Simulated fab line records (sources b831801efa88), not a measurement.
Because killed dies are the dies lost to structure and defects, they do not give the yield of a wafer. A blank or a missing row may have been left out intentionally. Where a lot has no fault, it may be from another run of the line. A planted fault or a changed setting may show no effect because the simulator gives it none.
Which of the tools did it? :: flow gf180mcu :: 39 wafers sampled from 13 lots at 1 step of a route of 602

WHAT EACH GAUGE READ, for each wafer
GF_LVPWELL_TW_MEAS_11.
lot: L783
measured: day 3 21:06
on: film metro-01
LVPWELL_TW: 556 552 552

lot: L784
measured: day 4 02:44
on: film metro-01
LVPWELL_TW: 555 555 553

lot: L786
measured: day 4 12:55
on: film metro-01
LVPWELL_TW: 553 555 554

lot: L788
measured: day 5 02:24
on: film metro-01
LVPWELL_TW: 556 558 559

lot: L789
measured: day 5 07:19
on: film metro-03
LVPWELL_TW: 567 569 565

lot: L790
measured: day 5 12:32
on: film metro-01
LVPWELL_TW: 555 558 560

lot: L794
measured: day 6 11:37
on: film metro-01
LVPWELL_TW: 557 555 559

lot: L795
measured: day 6 17:08
on: film metro-03
LVPWELL_TW: 562 559 559

lot: L796
measured: day 6 22:31
on: film metro-02
LVPWELL_TW: 560 559 561

lot: L801
measured: day 8 01:28
on: film metro-03
LVPWELL_TW: 564 566 567

lot: L803
measured: day 8 11:49
on: film metro-02
LVPWELL_TW: 560 559 559

lot: L804
measured: day 8 19:07
on: film metro-03
LVPWELL_TW: 568 566 563

lot: L806
measured: day 9 08:25
on: film metro-03
LVPWELL_TW: 571 568 568

TOOL THAT RAN EACH LOT (tool first, then ch and the chambers of the sampled wafers, then the start)
The record shows no process step preceding these readings.

AS READ BY THE TOOLS THEMSELVES (means over the sampled wafers that have a number; for cases with no such wafer, the mark the record gives instead)
The record holds no such reading with a usual standard deviation.

THE ANSWER, worked out from the rows above alone
Rule: the usual values come from the lots themselves. The widest of any qualifying gaps counts: lots, ordered by their means at a reading, are off when they make up no more than a third of the lots, leave a main group of 4 or more, and stand apart from it by 3 or more times the standard deviation of that group's means. A main group whose means are all the same, to the digits that the tables above print for the reading, isn't used. A lot without any number at a reading at which 4 lots or more have one is off too. Where the step has rows for the other lots, those lots are counted as sound. Order of review: gauges by route order, followed by the tools' own readings, for which a lot's mean as printed above is used. The first step at which some lot is off is used, and at that step the reading that is off furthest; a lot without a number counts as furthest.
Across all readings shown, no lot is off: no conclusion can be drawn from this.

WHAT THE SIMULATOR HAD INSERTED
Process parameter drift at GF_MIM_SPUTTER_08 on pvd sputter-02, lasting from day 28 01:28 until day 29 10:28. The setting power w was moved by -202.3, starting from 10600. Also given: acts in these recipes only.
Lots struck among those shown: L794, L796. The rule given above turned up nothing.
